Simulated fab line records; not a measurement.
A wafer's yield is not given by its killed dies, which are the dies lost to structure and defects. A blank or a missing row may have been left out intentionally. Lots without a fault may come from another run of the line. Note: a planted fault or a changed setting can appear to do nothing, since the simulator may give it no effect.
Comparing a struck lot with a sound one || flow gf180mcu || 14 steps out of a route of 602
Sound: the wafers L674.1, L674.2, L674.4. The struck wafers were L678.4, L678.5, L678.6. The cause is named last.
Each step with rows lists, per side, the tool, then ch with its chambers, then its first start. Under that, the readings that differ: sound wafers || struck wafers || difference of the means || sigmas: that difference in standard deviations of wafers without a fault.
alike: words and numbers the same on both sides, and readings whose means are apart by under 2 such deviations; not compared: readings that were withheld, readings missing a value for some wafer, numbers with overlapping values and no deviation given by the record, and bounds like >300 which may hide the same value.
Wherever a step has rows on one side only, a row that says differs or no value, or a row with sigmas, the two part there. Non-overlapping numbers with no deviation appear without sigmas and do not part them. Lack of a reading on every wafer of one side parts them only where that side has two or more wafers.

GF_SAB_ETCH_11: etches SiO2 in C4F8/O2/Ar, target depth 55 nm, time 8.5 s.
  sound on rie diel-04 ch 0,2,3, day 18 21:51; struck on rie diel-04 ch 0,2,3, day 20 03:17
  alike: oes product au
  not compared: rf hours counter h
then, 1 step without rows for these wafers: GF_SAB_WET_ETCH_12 (etches SiO2 in dHF, target depth 22 nm, time 440 s).
GF_SAB_STRIP_13: strips in O2/N2.
  sound on plasma asher-03 ch 0,1, day 18 22:05; struck on plasma asher-01 ch 0,1, day 20 03:29
  alike: drypump motor current A, heater power w, o2 flow sccm, oes product au, strip time to endpoint s
  not compared: rf hours counter h
then, 3 steps without rows for these wafers: GF_SALICIDE_CLEAN_00 (cleans in SC1/SC2, time 150 s); GF_SALICIDE_WET_ETCH_01 (etches SiO2 in dHF, target depth 5 nm, time 100 s); GF_SALICIDE_SPUTTER_02 (material Co, target thk 10 nm, time 20 s).
GF_SALICIDE_SPUTTER_03: material TiN, target thk 20 nm, time 16.4 s.
  sound: pvd sputter-01 at day 18 22:18; struck: pvd sputter-02 at day 20 03:41
  alike: throttle valve pct
GF_SALICIDE_RS_MEAS_04: the measuring method here is four-point-probe.
  sound: film metro-04 at day 18 22:19; struck: film metro-02 at day 20 03:45
  alike: SALICIDE_TIN_RS
GF_SALICIDE_THK_MEAS_05: measures by xrf.
  sound: film metro-04 at day 18 22:26; struck: film metro-02 at day 20 03:50
  alike: SALICIDE_TIN_THK
GF_SALICIDE_RTA_06: time 30 s.
  sound on rtp anneal-01 ch 0, day 18 22:30; struck on rtp anneal-02 ch 0, day 20 03:55
  alike: lamp power pct, wafer_temp_C_max
then, 1 step without rows for these wafers: GF_SALICIDE_WET_ETCH_07 (etches the open film in SPM, target depth 120 nm).
GF_SALICIDE_RTA_08: time 30 s.
  sound on rtp anneal-02 ch 0, day 18 22:41; struck on rtp anneal-01 ch 0, day 20 04:07
  alike: lamp power pct, wafer_temp_C_max
GF_CONTACT_CVD_00: deposits SiO2, target thk 300 nm, time 50 s.
  sound on hdpcvd-01 ch 0,1,2, day 18 22:47; struck on hdpcvd-01 ch 0,1,2, day 20 04:24
  alike: susceptor temp C
GF_CONTACT_THK_MEAS_01:
  sound: film metro-04 at day 18 22:50; struck: film metro-01 at day 20 04:41
{"reading": "CONTACT_CVD_00_THK (nm)", "sound": "292 307 306", "struck": "580 602 601", "difference": "+293", "sigmas": "+67"}

== WHERE THEY PART ==
Only at GF_CONTACT_THK_MEAS_01, as far as this record shows.

WHY: what had been put in by the simulator
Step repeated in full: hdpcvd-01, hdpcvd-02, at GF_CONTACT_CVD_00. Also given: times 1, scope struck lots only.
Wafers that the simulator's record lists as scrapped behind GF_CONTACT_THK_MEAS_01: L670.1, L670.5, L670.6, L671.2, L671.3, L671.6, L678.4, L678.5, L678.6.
